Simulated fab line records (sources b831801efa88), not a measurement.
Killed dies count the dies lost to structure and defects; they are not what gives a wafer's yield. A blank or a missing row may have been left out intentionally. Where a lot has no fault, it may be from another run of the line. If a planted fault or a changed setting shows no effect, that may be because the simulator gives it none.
Which of the tools did it? || flow sky130 || 21 wafers from 7 lots sampled at 5 of the route's 708 steps

== WHAT THE GAUGES READ, wafer by wafer ==
SKY_VIA1_THK_MEAS_01.
{"lot": "L658", "measured": "day 32 14:14", "on": "filmMetro-03", "VIA1_HDPCVD_THK (nm)": "1033 1011 1049"}
{"lot": "L659", "measured": "day 32 23:58", "on": "filmMetro-03", "VIA1_HDPCVD_THK (nm)": "1023 1046 1035"}
{"lot": "L660", "measured": "day 33 03:55", "on": "filmMetro-01", "VIA1_HDPCVD_THK (nm)": "1037 1050 1010"}
{"lot": "L669", "measured": "day 36 10:16", "on": "filmMetro-03", "VIA1_HDPCVD_THK (nm)": "1030 1028 504"}
{"lot": "L676", "measured": "day 38 11:11", "on": "filmMetro-02", "VIA1_HDPCVD_THK (nm)": "1050 1045 1043"}
{"lot": "L677", "measured": "day 38 18:04", "on": "filmMetro-03", "VIA1_HDPCVD_THK (nm)": "1048 1044 1038"}
{"lot": "L678", "measured": "day 39 00:58", "on": "filmMetro-02", "VIA1_HDPCVD_THK (nm)": "1044 1030 1044"}

SKY_VIA1_BOW_MEAS_03.
{"lot": "L658", "measured": "day 32 14:37", "on": "filmMetro-01", "VIA1_BOW (um)": "85 102 86"}
{"lot": "L659", "measured": "day 33 00:20", "on": "filmMetro-01", "VIA1_BOW (um)": "92 83 78"}
{"lot": "L660", "measured": "day 33 04:17", "on": "filmMetro-03", "VIA1_BOW (um)": "85 75 82"}
{"lot": "L669", "measured": "day 36 10:38", "on": "filmMetro-01", "VIA1_BOW (um)": "67 61 69"}
{"lot": "L676", "measured": "day 38 11:32", "on": "filmMetro-03", "VIA1_BOW (um)": "86 80 90"}
{"lot": "L677", "measured": "day 38 18:27", "on": "filmMetro-02", "VIA1_BOW (um)": "71 75 84"}
{"lot": "L678", "measured": "day 39 01:20", "on": "filmMetro-02", "VIA1_BOW (um)": "93 79 65"}

== WHICH TOOL RAN EACH LOT (tool, then ch and the chambers of the sampled wafers, then the start) ==
{"lot": "L658", "SKY_CONTACT_STRIP_19": "plasmaAsher-03 ch 0,1, day 31 08:37", "SKY_METAL1_SPUTTER_00": "pvdSputter-02, day 31 09:54", "SKY_VIA1_HDPCVD_00": "hdpcvd-01 ch 1,2, day 32 14:04"}
{"lot": "L659", "SKY_CONTACT_STRIP_19": "plasmaAsher-04 ch 0,1, day 31 18:34", "SKY_METAL1_SPUTTER_00": "pvdSputter-01, day 31 19:48", "SKY_VIA1_HDPCVD_00": "hdpcvd-01 ch 0,1, day 32 23:52"}
{"lot": "L660", "SKY_CONTACT_STRIP_19": "plasmaAsher-01 ch 0,1, day 31 22:33", "SKY_METAL1_SPUTTER_00": "pvdSputter-01, day 31 23:47", "SKY_VIA1_HDPCVD_00": "hdpcvd-01 ch 0,1,2, day 33 03:49"}
{"lot": "L669", "SKY_CONTACT_STRIP_19": "plasmaAsher-03 ch 0,1, day 35 05:24", "SKY_METAL1_SPUTTER_00": "pvdSputter-04, day 35 06:45", "SKY_VIA1_HDPCVD_00": "hdpcvd-02 ch 0,1,2, day 36 10:09"}
{"lot": "L676", "SKY_CONTACT_STRIP_19": "plasmaAsher-01 ch 0,1, day 37 05:51", "SKY_METAL1_SPUTTER_00": "pvdSputter-04, day 37 07:26", "SKY_VIA1_HDPCVD_00": "hdpcvd-01 ch 0,1, day 38 11:04"}
{"lot": "L677", "SKY_CONTACT_STRIP_19": "plasmaAsher-01 ch 0,1, day 37 12:57", "SKY_METAL1_SPUTTER_00": "pvdSputter-02, day 37 14:23", "SKY_VIA1_HDPCVD_00": "hdpcvd-01 ch 1,2, day 38 17:56"}
{"lot": "L678", "SKY_CONTACT_STRIP_19": "plasmaAsher-04 ch 0,1, day 37 20:37", "SKY_METAL1_SPUTTER_00": "pvdSputter-02, day 37 21:53", "SKY_VIA1_HDPCVD_00": "hdpcvd-01 ch 0,1, day 39 00:51"}
- SKY_CONTACT_STRIP_19: strips in O2/N2.
- SKY_METAL1_SPUTTER_00: material Ti, target thk 15 nm, time 10 s.
- SKY_VIA1_HDPCVD_00: deposits SiO2, target thk 1030 nm, time 171.7 s.

== WHAT THE TOOLS THEMSELVES READ (means of the sampled wafers that have a number; where no wafer has one, the mark that the record gives instead) ==
SKY_CONTACT_STRIP_19.
{"lot": "L658", "tool": "plasmaAsher-03", "drypumpMotorCurrentA (A)": 6.22, "n2FlowSccm (sccm)": 299.8, "oesProductAu (a.u.)": 0.376, "stripTimeToEndpointS (s)": 3.619}
{"lot": "L659", "tool": "plasmaAsher-04", "drypumpMotorCurrentA (A)": 5.80, "n2FlowSccm (sccm)": 298.8, "oesProductAu (a.u.)": 0.383, "stripTimeToEndpointS (s)": 3.613}
{"lot": "L660", "tool": "plasmaAsher-01", "drypumpMotorCurrentA (A)": 6.25, "n2FlowSccm (sccm)": 299.1, "oesProductAu (a.u.)": 0.376, "stripTimeToEndpointS (s)": 3.580}
{"lot": "L669", "tool": "plasmaAsher-03", "drypumpMotorCurrentA (A)": 6.22, "n2FlowSccm (sccm)": 300.1, "oesProductAu (a.u.)": 0.380, "stripTimeToEndpointS (s)": 3.628}
{"lot": "L676", "tool": "plasmaAsher-01", "drypumpMotorCurrentA (A)": 6.14, "n2FlowSccm (sccm)": 300.1, "oesProductAu (a.u.)": 0.381, "stripTimeToEndpointS (s)": 3.623}
{"lot": "L677", "tool": "plasmaAsher-01", "drypumpMotorCurrentA (A)": 6.27, "n2FlowSccm (sccm)": 300.6, "oesProductAu (a.u.)": 0.382, "stripTimeToEndpointS (s)": 3.639}
{"lot": "L678", "tool": "plasmaAsher-04", "drypumpMotorCurrentA (A)": 5.83, "n2FlowSccm (sccm)": 300.7, "oesProductAu (a.u.)": 0.382, "stripTimeToEndpointS (s)": 3.640}

SKY_METAL1_SPUTTER_00.
{"lot": "L658", "tool": "pvdSputter-02", "throttleValvePct (%)": 31.5}
{"lot": "L659", "tool": "pvdSputter-01", "throttleValvePct (%)": 30.6}
{"lot": "L660", "tool": "pvdSputter-01", "throttleValvePct (%)": 30.1}
{"lot": "L669", "tool": "pvdSputter-04", "throttleValvePct (%)": 30.1}
{"lot": "L676", "tool": "pvdSputter-04", "throttleValvePct (%)": 30.3}
{"lot": "L677", "tool": "pvdSputter-02", "throttleValvePct (%)": 31.5}
{"lot": "L678", "tool": "pvdSputter-02", "throttleValvePct (%)": 30.6}

SKY_VIA1_HDPCVD_00.
{"lot": "L658", "tool": "hdpcvd-01", "sih4FlowSccm (sccm)": 59.91}
{"lot": "L659", "tool": "hdpcvd-01", "sih4FlowSccm (sccm)": 59.98}
{"lot": "L660", "tool": "hdpcvd-01", "sih4FlowSccm (sccm)": 59.92}
{"lot": "L669", "tool": "hdpcvd-02", "sih4FlowSccm (sccm)": 49.95}
{"lot": "L676", "tool": "hdpcvd-01", "sih4FlowSccm (sccm)": 59.90}
{"lot": "L677", "tool": "hdpcvd-01", "sih4FlowSccm (sccm)": 60.02}
{"lot": "L678", "tool": "hdpcvd-01", "sih4FlowSccm (sccm)": 60.00}

== THE ANSWER, worked out from the rows above alone ==
Rule: usual is defined by the lots themselves. The widest of any qualifying gaps counts: lots, ordered by their means at a reading, are off when they make up no more than a third of the lots, leave a main group of 4 or more, and stand apart from it by 3 or more times the standard deviation of that group's means. Not used: any main group whose means are identical at the precision the tables above print for the reading. Also off: a lot with no number at a reading for which 4 or more lots have one. Where the step has rows for the other lots, those lots are counted as sound. The gauges are gone through in route order, then the tools' own readings, and for those a lot's mean is taken as printed above. The first step at which some lot is off is used, and at that step the reading that is off furthest; a lot without a number counts as furthest.
Off: at SKY_VIA1_THK_MEAS_01 (VIA1_HDPCVD_THK), L669. The main group has a mean of 1038 nm with a standard deviation of 5.6.
A tool fits if, at a process step before that reading, it ran every lot that is off, and no sound lot after the first of them. The gauges at SKY_VIA1_THK_MEAS_01 aren't tried: what is off there is off at SKY_VIA1_HDPCVD_00 too, on other tools, and a gauge's error can't cause that. This does not decide it: 2 tools fit, namely plasmaAsher-03 at SKY_CONTACT_STRIP_19 and hdpcvd-02 at SKY_VIA1_HDPCVD_00.

== WHAT THE SIMULATOR HAD INSERTED ==
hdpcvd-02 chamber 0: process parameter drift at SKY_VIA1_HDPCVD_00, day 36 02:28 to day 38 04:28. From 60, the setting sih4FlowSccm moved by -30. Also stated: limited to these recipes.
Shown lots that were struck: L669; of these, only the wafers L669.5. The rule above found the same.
